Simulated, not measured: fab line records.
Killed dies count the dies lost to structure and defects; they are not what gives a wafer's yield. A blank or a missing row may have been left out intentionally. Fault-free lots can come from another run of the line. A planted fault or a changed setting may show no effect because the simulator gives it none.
Which of the tools did it? -- flow gf180mcu -- 14 lots, 42 wafers sampled, at 2 steps of a route of 602

WHAT EACH GAUGE READ, for each wafer
GF_POLY_GATE_CD_MEAS_10 targets a cd of 280 nm. Usual: 280.3 nm for cd-nm, sd 1.1.
lot,measured,on,cd-nm (nm),flag
L301,day 9 00:17,cd-sem-02,279.5 279.6 279.8,
L302,day 9 09:20,cd-sem-01,279.2 278.9 279.4,
L315,day 13 14:16,cd-sem-02,281.1 280.0 279.9,
L316,day 14 01:02,cd-sem-01,279.5 280.3 280.1,
L317,day 14 02:20,cd-sem-02,279.5 280.1 281.1,
L318,day 14 04:43,cd-sem-02,280.3 280.0 280.0,
L319,day 14 15:41,cd-sem-02,279.4 278.7 279.4,
L321,day 15 11:01,cd-sem-01,280.1 281.4 280.9,
L322,day 15 12:11,cd-sem-02,280.6 280.7 280.1,
L323,day 15 18:24,cd-sem-01,280.0 280.0 280.1,
L324,day 16 02:23,cd-sem-02,281.1 279.8 280.6,

TOOL THAT RAN EACH LOT (tool first, then ch and the chambers of the sampled wafers, then the start)
lot,GF_STI_CMP_25
L301,"cmp-02 ch 0,1,3, day 2 05:04"
L302,"cmp-01 ch 0,3, day 2 09:01"
L309,"cmp-02 ch 2,3, day 4 02:20"
L310,"cmp-01 ch 1,2, day 4 02:25"
L311,"cmp-01 ch 0,1,2, day 4 11:49"
L315,"cmp-01 ch 1,2,3, day 5 08:30"
L316,"cmp-01 ch 1,3, day 5 13:50"
L317,"cmp-02 ch 0,1,2, day 5 14:05"
L318,"cmp-01 ch 0,1,3, day 5 21:40"
L319,"cmp-01 ch 1,2, day 6 01:13"
L321,"cmp-01 ch 1,2,3, day 6 15:04"
L322,"cmp-01 ch 0,2,3, day 6 18:48"
L323,"cmp-02 ch 0,2,3, day 6 22:34"
L324,"cmp-02 ch 0,1,2, day 7 03:22"
- GF_STI_CMP_25: polishes, stops on Si3N4, t overpolish 33 s, target thk 524.6 nm.

AS READ BY THE TOOLS THEMSELVES (means over the sampled wafers that have a number; for cases with no such wafer, the mark the record gives instead)
GF_STI_CMP_25. Usual: edge-zone-pressure-frac 1.001, standard deviation 0.0057; head-pressure-psi 4.000 psi, standard deviation 0.0087; motor-current-A 12.4 A, standard deviation 1.1; overpolish-run-s 33.001 s, standard deviation 0.0086; time-to-endpoint-s 124 s, standard deviation 3.3.
lot,tool,edge-zone-pressure-frac,head-pressure-psi (psi),motor-current-A (A),overpolish-run-s (s),time-to-endpoint-s (s),flag
L301,cmp-02,0.996,4.006,13.8,33.003,120,
L302,cmp-01,1.000,4.010,11.7,32.998,130,
L309,cmp-02,-,-,-,-,-,OFF
L310,cmp-01,-,-,-,-,-,OFF
L311,cmp-01,-,-,-,-,-,OFF
L315,cmp-01,1.000,4.008,12.1,33.005,121,
L316,cmp-01,1.006,3.999,12.3,32.997,126,
L317,cmp-02,1.006,4.002,13.2,33.005,122,
L318,cmp-01,0.999,3.989,12.0,32.990,121,
L319,cmp-01,1.004,4.001,11.8,33.006,126,
L321,cmp-01,1.002,3.999,11.7,33.006,126,
L322,cmp-01,1.005,4.000,11.5,32.999,120,
L323,cmp-02,1.004,4.003,13.7,32.992,124,
L324,cmp-02,0.999,4.008,12.9,32.994,123,

THE ANSWER, worked out from the rows above alone
Rule: lot off if the mean of its wafers having a number is beyond 3 standard deviations from the usual mean. A lot without any number at a reading at which 4 lots or more have one is off too. Where the step has rows for the other lots, those lots are counted as sound. Order of review: gauges by route order, followed by the tools' own readings, for which a lot's mean as printed above is used. At the first step where some lot is off, the reading lying furthest off is the one used; lots without a number count as furthest.
Off, at GF_STI_CMP_25 on edge-zone-pressure-frac: L309, L310, L311. Without a number there: L309, L310, L311.
If a tool, at that step or one of the process steps before it, ran each lot that is off and ran no sound lot following the first of them, it fits. No candidate that was tried fits.

WHAT THE SIMULATOR HAD INSERTED
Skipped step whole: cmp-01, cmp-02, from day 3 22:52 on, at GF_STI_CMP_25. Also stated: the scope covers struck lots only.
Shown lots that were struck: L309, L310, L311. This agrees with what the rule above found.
